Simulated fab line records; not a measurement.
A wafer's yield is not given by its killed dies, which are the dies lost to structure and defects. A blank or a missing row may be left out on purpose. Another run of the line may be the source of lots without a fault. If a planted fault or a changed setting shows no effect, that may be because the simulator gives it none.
Which tool is to blame? :: flow sfq line :: 39 wafers from 13 lots sampled at 7 of the route's 325 steps

== WHAT EACH GAUGE READ, for each wafer ==
SFQ_L0_RS_MEAS_901: the measuring method here is four-point-probe.
lot: L900
measured: day 1 12:35
on: film metro-01
L0_MONX_KI_RS (ohm/sq): 43.1 43.6 43.4

lot: L901
measured: day 1 17:36
on: film metro-01
L0_MONX_KI_RS (ohm/sq): 43.6 43.2 43.2

lot: L902
measured: day 1 22:36
on: film metro-03
L0_MONX_KI_RS (ohm/sq): 44.6 44.2 44.5

lot: L903
measured: day 2 03:34
on: film metro-03
L0_MONX_KI_RS (ohm/sq): 43.4 43.4 43.6

lot: L904
measured: day 2 08:54
on: film metro-03
L0_MONX_KI_RS (ohm/sq): 43.6 43.2 43.7

lot: L905
measured: day 2 13:34
on: film metro-03
L0_MONX_KI_RS (ohm/sq): 43.5 43.1 43.5

lot: L906
measured: day 2 18:35
on: film metro-01
L0_MONX_KI_RS (ohm/sq): 44.2 43.9 43.6

lot: L911
measured: day 3 19:35
on: film metro-02
L0_MONX_KI_RS (ohm/sq): 44.2 44.2 44.0

lot: L913
measured: day 4 05:34
on: film metro-02
L0_MONX_KI_RS (ohm/sq): 31.4 31.4 31.3 31.4 31.4 31.3

lot: L915
measured: day 4 15:49
on: film metro-01
L0_MONX_KI_RS (ohm/sq): 43.6 43.8 44.1

lot: L916
measured: day 4 20:43
on: film metro-03
L0_MONX_KI_RS (ohm/sq): 31.1 31.2 31.1 31.1 31.3 31.3

lot: L917
measured: day 5 01:36
on: film metro-02
L0_MONX_KI_RS (ohm/sq): 43.7 43.3 44.0

lot: L918
measured: day 5 06:34
on: film metro-03
L0_MONX_KI_RS (ohm/sq): 43.2 43.1 43.0

SFQ_L0_THK_MEAS_902: measures by xrf.
lot: L900
measured: day 1 12:41
on: film metro-01
L0_MONX_KI_THK (nm): 40.1 40.0 40.0

lot: L901
measured: day 1 17:42
on: film metro-01
L0_MONX_KI_THK (nm): 39.9 39.9 40.2

lot: L902
measured: day 1 22:42
on: film metro-03
L0_MONX_KI_THK (nm): 38.8 39.3 39.0

lot: L903
measured: day 2 03:41
on: film metro-03
L0_MONX_KI_THK (nm): 39.8 39.9 39.6

lot: L904
measured: day 2 09:01
on: film metro-03
L0_MONX_KI_THK (nm): 39.7 40.1 39.3

lot: L905
measured: day 2 13:41
on: film metro-03
L0_MONX_KI_THK (nm): 39.8 40.0 39.8

lot: L906
measured: day 2 18:41
on: film metro-01
L0_MONX_KI_THK (nm): 39.1 38.9 39.4

lot: L911
measured: day 3 19:41
on: film metro-02
L0_MONX_KI_THK (nm): 39.4 39.0 39.2

lot: L913
measured: day 4 08:41
on: film metro-02
L0_MONX_KI_THK (nm): 55.3 55.0 54.8 54.9 54.9 55.0

lot: L915
measured: day 4 15:55
on: film metro-01
L0_MONX_KI_THK (nm): 39.7 39.4 39.8

lot: L916
measured: day 5 02:42
on: film metro-01
L0_MONX_KI_THK (nm): 55.3 55.3 55.1 55.2 55.2 55.1

lot: L917
measured: day 5 01:42
on: film metro-02
L0_MONX_KI_THK (nm): 39.5 39.9 39.0

lot: L918
measured: day 5 06:41
on: film metro-03
L0_MONX_KI_THK (nm): 40.2 39.8 40.2

SFQ_M4_RS_MEAS_924: the measuring method here is four-point-probe.
lot: L900
measured: day 27 18:42
on: film metro-01
M4_NB_RS (ohm/sq): 0.900 0.905 0.890

lot: L901
measured: day 28 06:26
on: film metro-04
M4_NB_RS (ohm/sq): 0.896 0.893 0.895

lot: L902
measured: day 28 17:02
on: film metro-02
M4_NB_RS (ohm/sq): 0.883 0.884 0.890

lot: L903
measured: day 34 04:01
on: film metro-02
M4_NB_RS (ohm/sq): 0.889 0.887 0.879

lot: L904
measured: day 34 13:59
on: film metro-02
M4_NB_RS (ohm/sq): 0.909 0.899 0.909

lot: L905
measured: day 35 02:13
on: film metro-01
M4_NB_RS (ohm/sq): 0.897 0.889 0.888

lot: L906
measured: day 35 17:55
on: film metro-02
M4_NB_RS (ohm/sq): 0.882 0.893 0.890

lot: L911
measured: day 38 17:59
on: film metro-04
M4_NB_RS (ohm/sq): 0.893 0.884 0.888

lot: L913
measured: day 39 01:10
on: film metro-04
M4_NB_RS (ohm/sq): 0.879 0.878 0.875

lot: L915
measured: day 39 14:25
on: film metro-02
M4_NB_RS (ohm/sq): 0.899 0.904 0.904

lot: L916
measured: day 40 03:11
on: film metro-04
M4_NB_RS (ohm/sq): 0.884 0.900 0.895

lot: L917
measured: day 40 09:53
on: film metro-02
M4_NB_RS (ohm/sq): 0.891 0.884 0.881

lot: L918
measured: day 40 21:22
on: film metro-02
M4_NB_RS (ohm/sq): 0.895 0.886 0.893

== EACH LOT AND THE TOOL THAT RAN IT (in order: tool; ch and the chambers of the sampled wafers; start) ==
lot: L900
SFQ_TRILAYER_L0_DEP_SPUTTER_003: pvd sputter-06, day 1 12:29
SFQ_TRILAYER_L0_ETCH_METAL_ETCH_008: rie metal-01 ch 0,1, day 2 13:17
SFQ_TRILAYER_M1_STRIP_STRIP_043: rie metal-04 ch 0,1, day 17 04:25
SFQ_TRILAYER_I3_CMP_CMP_082: cmp-02 ch 1,2,3, day 27 10:30

lot: L901
SFQ_TRILAYER_L0_DEP_SPUTTER_003: pvd sputter-03, day 1 17:29
SFQ_TRILAYER_L0_ETCH_METAL_ETCH_008: rie metal-03 ch 0, day 2 16:58
SFQ_TRILAYER_M1_STRIP_STRIP_043: rie metal-01 ch 0,1, day 17 15:25
SFQ_TRILAYER_I3_CMP_CMP_082: cmp-01 ch 1,2,3, day 27 20:54

lot: L902
SFQ_TRILAYER_L0_DEP_SPUTTER_003: pvd sputter-03, day 1 22:29
SFQ_TRILAYER_L0_ETCH_METAL_ETCH_008: rie metal-04 ch 0,1, day 2 22:53
SFQ_TRILAYER_M1_STRIP_STRIP_043: rie metal-01 ch 0,1, day 18 01:01
SFQ_TRILAYER_I3_CMP_CMP_082: cmp-02 ch 0,1,3, day 28 07:00

lot: L903
SFQ_TRILAYER_L0_DEP_SPUTTER_003: pvd sputter-05, day 2 03:29
SFQ_TRILAYER_L0_ETCH_METAL_ETCH_008: rie metal-01 ch 0,1, day 3 06:05
SFQ_TRILAYER_M1_STRIP_STRIP_043: rie metal-03 ch 0,1, day 18 06:49
SFQ_TRILAYER_I3_CMP_CMP_082: cmp-02 ch 0,2,3, day 33 19:04

lot: L904
SFQ_TRILAYER_L0_DEP_SPUTTER_003: pvd sputter-03, day 2 08:29
SFQ_TRILAYER_L0_ETCH_METAL_ETCH_008: rie metal-01 ch 0,1, day 3 10:53
SFQ_TRILAYER_M1_STRIP_STRIP_043: rie metal-03 ch 0,1, day 18 18:49
SFQ_TRILAYER_I3_CMP_CMP_082: cmp-02 ch 0,1,3, day 34 02:34

lot: L905
SFQ_TRILAYER_L0_DEP_SPUTTER_003: pvd sputter-05, day 2 13:29
SFQ_TRILAYER_L0_ETCH_METAL_ETCH_008: rie metal-03 ch 0,1, day 3 14:29
SFQ_TRILAYER_M1_STRIP_STRIP_043: rie metal-04 ch 0,1, day 19 08:01
SFQ_TRILAYER_I3_CMP_CMP_082: cmp-02 ch 0,3, day 34 15:58

lot: L906
SFQ_TRILAYER_L0_DEP_SPUTTER_003: pvd sputter-05, day 2 18:29
SFQ_TRILAYER_L0_ETCH_METAL_ETCH_008: rie metal-03 ch 0,1, day 3 22:27
SFQ_TRILAYER_M1_STRIP_STRIP_043: rie metal-03 ch 0,1, day 20 03:13
SFQ_TRILAYER_I3_CMP_CMP_082: cmp-01 ch 0,1,3, day 35 10:25

lot: L911
SFQ_TRILAYER_L0_DEP_SPUTTER_003: pvd sputter-03, day 3 19:29
SFQ_TRILAYER_L0_ETCH_METAL_ETCH_008: rie metal-01 ch 0,1, day 5 00:57
SFQ_TRILAYER_M1_STRIP_STRIP_043: rie metal-01 ch 0,1, day 23 07:50
SFQ_TRILAYER_I3_CMP_CMP_082: cmp-01 ch 0,1,3, day 38 05:35

lot: L913
SFQ_TRILAYER_L0_DEP_SPUTTER_003: pvd sputter-06, day 4 05:29
SFQ_TRILAYER_L0_ETCH_METAL_ETCH_008: rie metal-01 ch 0,1, day 5 09:21
SFQ_TRILAYER_M1_STRIP_STRIP_043: rie metal-01 ch 0,1, day 23 18:38
SFQ_TRILAYER_I3_CMP_CMP_082: cmp-01 ch 0,1,2, day 38 14:35

lot: L915
SFQ_TRILAYER_L0_DEP_SPUTTER_003: pvd sputter-03, day 4 15:29
SFQ_TRILAYER_L0_ETCH_METAL_ETCH_008: rie metal-01 ch 0, day 5 18:57
SFQ_TRILAYER_M1_STRIP_STRIP_043: rie metal-04 ch 1, day 24 09:16
SFQ_TRILAYER_I3_CMP_CMP_082: cmp-02 ch 1,2,3, day 39 04:01

lot: L916
SFQ_TRILAYER_L0_DEP_SPUTTER_003: pvd sputter-06, day 4 20:35
SFQ_TRILAYER_L0_ETCH_METAL_ETCH_008: rie metal-03 ch 0,1, day 5 23:46
SFQ_TRILAYER_M1_STRIP_STRIP_043: rie metal-01 ch 0,1, day 24 16:16
SFQ_TRILAYER_I3_CMP_CMP_082: cmp-02 ch 0,1, day 39 13:31

lot: L917
SFQ_TRILAYER_L0_DEP_SPUTTER_003: pvd sputter-05, day 5 01:29
SFQ_TRILAYER_L0_ETCH_METAL_ETCH_008: rie metal-04 ch 0,1, day 6 04:34
SFQ_TRILAYER_M1_STRIP_STRIP_043: rie metal-03 ch 0,1, day 25 01:50
SFQ_TRILAYER_I3_CMP_CMP_082: cmp-01 ch 0,1,2, day 40 03:12

lot: L918
SFQ_TRILAYER_L0_DEP_SPUTTER_003: pvd sputter-03, day 5 06:29
SFQ_TRILAYER_L0_ETCH_METAL_ETCH_008: rie metal-01 ch 0,1, day 6 08:09
SFQ_TRILAYER_M1_STRIP_STRIP_043: rie metal-01 ch 0,1, day 25 13:38
SFQ_TRILAYER_I3_CMP_CMP_082: cmp-02 ch 0,1,2, day 40 13:01
- SFQ_TRILAYER_L0_DEP_SPUTTER_003: material MoNx KI, target thk 40 nm, time 100 s.
- SFQ_TRILAYER_L0_ETCH_METAL_ETCH_008: etches MoNx KI in SF6/O2, stops on SiO2, target depth 50 nm, time 25 s.
- SFQ_TRILAYER_M1_STRIP_STRIP_043: strips in O2.
- SFQ_TRILAYER_I3_CMP_CMP_082: polishes SiO2.

== WHAT THE TOOLS THEMSELVES READ (means of the sampled wafers that have a number; where no wafer has one, the mark that the record gives instead) ==
SFQ_TRILAYER_L0_DEP_SPUTTER_003.
lot: L900
tool: pvd sputter-06
cathode dc power W (W): 799.88
throttle valve pct (%): 28.9

lot: L901
tool: pvd sputter-03
cathode dc power W (W): 799.93
throttle valve pct (%): 29.7

lot: L902
tool: pvd sputter-03
cathode dc power W (W): 799.96
throttle valve pct (%): 30.3

lot: L903
tool: pvd sputter-05
cathode dc power W (W): 800.01
throttle valve pct (%): 30.1

lot: L904
tool: pvd sputter-03
cathode dc power W (W): 800.05
throttle valve pct (%): 29.7

lot: L905
tool: pvd sputter-05
cathode dc power W (W): 799.93
throttle valve pct (%): 29.7

lot: L906
tool: pvd sputter-05
cathode dc power W (W): 800.05
throttle valve pct (%): 30.0

lot: L911
tool: pvd sputter-03
cathode dc power W (W): 799.93
throttle valve pct (%): 29.3

lot: L913
tool: pvd sputter-06
cathode dc power W (W): 799.94
throttle valve pct (%): 29.3

lot: L915
tool: pvd sputter-03
cathode dc power W (W): 799.90
throttle valve pct (%): 30.3

lot: L916
tool: pvd sputter-06
cathode dc power W (W): 799.92
throttle valve pct (%): 30.5

lot: L917
tool: pvd sputter-05
cathode dc power W (W): 800.00
throttle valve pct (%): 29.5

lot: L918
tool: pvd sputter-03
cathode dc power W (W): 800.02
throttle valve pct (%): 29.8

SFQ_TRILAYER_L0_ETCH_METAL_ETCH_008.
lot: L900
tool: rie metal-01
drypump motor current A (A): 5.5
oes product au (a.u.): 0.874

lot: L901
tool: rie metal-03
drypump motor current A (A): 4.8
oes product au (a.u.): 0.873

lot: L902
tool: rie metal-04
drypump motor current A (A): 5.3
oes product au (a.u.): 0.867

lot: L903
tool: rie metal-01
drypump motor current A (A): 5.3
oes product au (a.u.): 0.871

lot: L904
tool: rie metal-01
drypump motor current A (A): 5.5
oes product au (a.u.): 0.868

lot: L905
tool: rie metal-03
drypump motor current A (A): 5.4
oes product au (a.u.): 0.877

lot: L906
tool: rie metal-03
drypump motor current A (A): 5.4
oes product au (a.u.): 0.874

lot: L911
tool: rie metal-01
drypump motor current A (A): 5.5
oes product au (a.u.): 0.866

lot: L913
tool: rie metal-01
drypump motor current A (A): 5.3
oes product au (a.u.): 0.998

lot: L915
tool: rie metal-01
drypump motor current A (A): 5.2
oes product au (a.u.): 0.869

lot: L916
tool: rie metal-03
drypump motor current A (A): 5.4
oes product au (a.u.): 1.012

lot: L917
tool: rie metal-04
drypump motor current A (A): 5.3
oes product au (a.u.): 0.870

lot: L918
tool: rie metal-01
drypump motor current A (A): 5.5
oes product au (a.u.): 0.875

SFQ_TRILAYER_M1_STRIP_STRIP_043.
lot: L900
tool: rie metal-04
drypump motor current A (A): 5.3
oes product au (a.u.): 1.002

lot: L901
tool: rie metal-01
drypump motor current A (A): 5.4
oes product au (a.u.): 1.004

lot: L902
tool: rie metal-01
drypump motor current A (A): 5.5
oes product au (a.u.): 1.008

lot: L903
tool: rie metal-03
drypump motor current A (A): 5.1
oes product au (a.u.): 1.013

lot: L904
tool: rie metal-03
drypump motor current A (A): 5.4
oes product au (a.u.): 1.014

lot: L905
tool: rie metal-04
drypump motor current A (A): 5.2
oes product au (a.u.): 0.998

lot: L906
tool: rie metal-03
drypump motor current A (A): 5.1
oes product au (a.u.): 1.008

lot: L911
tool: rie metal-01
drypump motor current A (A): 5.5
oes product au (a.u.): 1.002

lot: L913
tool: rie metal-01
drypump motor current A (A): 5.3
oes product au (a.u.): 1.002

lot: L915
tool: rie metal-04
drypump motor current A (A): 5.5
oes product au (a.u.): 1.006

lot: L916
tool: rie metal-01
drypump motor current A (A): 5.5
oes product au (a.u.): 1.008

lot: L917
tool: rie metal-03
drypump motor current A (A): 5.5
oes product au (a.u.): 1.001

lot: L918
tool: rie metal-01
drypump motor current A (A): 5.3
oes product au (a.u.): 0.994

SFQ_TRILAYER_I3_CMP_CMP_082.
lot: L900
tool: cmp-02
head pressure psi (psi): 2.999
motor current A (A): 8.7
retaining ring pressure frac: 1.001
slurry flow ml min: 150.0
time to endpoint s (s): 208

lot: L901
tool: cmp-01
head pressure psi (psi): 3.003
motor current A (A): 10.0
retaining ring pressure frac: 1.004
slurry flow ml min: 150.2
time to endpoint s (s): 218

lot: L902
tool: cmp-02
head pressure psi (psi): 3.001
motor current A (A): 9.2
retaining ring pressure frac: 1.003
slurry flow ml min: 150.2
time to endpoint s (s): 222

lot: L903
tool: cmp-02
head pressure psi (psi): 2.996
motor current A (A): 8.8
retaining ring pressure frac: 1.002
slurry flow ml min: 149.7
time to endpoint s (s): 213

lot: L904
tool: cmp-02
head pressure psi (psi): 2.999
motor current A (A): 9.0
retaining ring pressure frac: 0.998
slurry flow ml min: 149.8
time to endpoint s (s): 217

lot: L905
tool: cmp-02
head pressure psi (psi): 2.996
motor current A (A): 8.8
retaining ring pressure frac: 1.001
slurry flow ml min: 150.6
time to endpoint s (s): 224

lot: L906
tool: cmp-01
head pressure psi (psi): 3.000
motor current A (A): 9.7
retaining ring pressure frac: 1.002
slurry flow ml min: 150.5
time to endpoint s (s): 217

lot: L911
tool: cmp-01
head pressure psi (psi): 3.002
motor current A (A): 9.3
retaining ring pressure frac: 0.998
slurry flow ml min: 150.2
time to endpoint s (s): 218

lot: L913
tool: cmp-01
head pressure psi (psi): 3.001
motor current A (A): 9.7
retaining ring pressure frac: 1.003
slurry flow ml min: 149.7
time to endpoint s (s): 215

lot: L915
tool: cmp-02
head pressure psi (psi): 3.005
motor current A (A): 9.1
retaining ring pressure frac: 1.000
slurry flow ml min: 149.6
time to endpoint s (s): 220

lot: L916
tool: cmp-02
head pressure psi (psi): 2.999
motor current A (A): 9.3
retaining ring pressure frac: 0.992
slurry flow ml min: 150.2
time to endpoint s (s): 218

lot: L917
tool: cmp-01
head pressure psi (psi): 2.999
motor current A (A): 9.5
retaining ring pressure frac: 1.002
slurry flow ml min: 150.2
time to endpoint s (s): 212

lot: L918
tool: cmp-02
head pressure psi (psi): 3.000
motor current A (A): 9.1
retaining ring pressure frac: 0.998
slurry flow ml min: 149.8
time to endpoint s (s): 215

== THE ANSWER, worked out from the rows above alone ==
Rule: the lots themselves supply what counts as usual. The widest of any qualifying gaps counts: lots, ordered by their means at a reading, are off when they make up no more than a third of the lots, leave a main group of 4 or more, and stand apart from it by 3 or more times the standard deviation of that group's means. A main group whose means are all the same, to the digits that the tables above print for the reading, isn't used. A lot without any number at a reading at which 4 lots or more have one is off too. Any other lot the step has rows for is counted as sound. After the gauges, taken in route order, come the tools' own readings; for these a lot's mean is taken, as printed above. At the first step where some lot is off, the reading lying furthest off is the one used; lots without a number count as furthest.
Off: L913, L916, at SFQ_L0_RS_MEAS_901 (L0_MONX_KI_RS). The main group has a mean of 43.6 ohm/sq with a standard deviation of 0.38.
If a tool, at a process step before that reading, ran all the lots that are off and no sound lot after the first of them, it fits. The gauges at SFQ_L0_RS_MEAS_901 aren't tried: what is off there is off at SFQ_TRILAYER_L0_ETCH_METAL_ETCH_008 too, on other tools, and a gauge's error can't cause that. One candidate fits, namely pvd sputter-06 at SFQ_TRILAYER_L0_DEP_SPUTTER_003. A fault onset in the window from L900 (day 1 12:29, its last sound lot) to L913 (day 4 05:29, its first lot off) fits.

== WHAT THE SIMULATOR PUT IN ==
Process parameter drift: pvd sputter-06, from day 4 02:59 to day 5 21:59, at SFQ_TRILAYER_L0_DEP_SPUTTER_003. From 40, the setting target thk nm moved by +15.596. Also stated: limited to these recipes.
Shown lots that were struck: L913, L916. This agrees with what the rule above found.
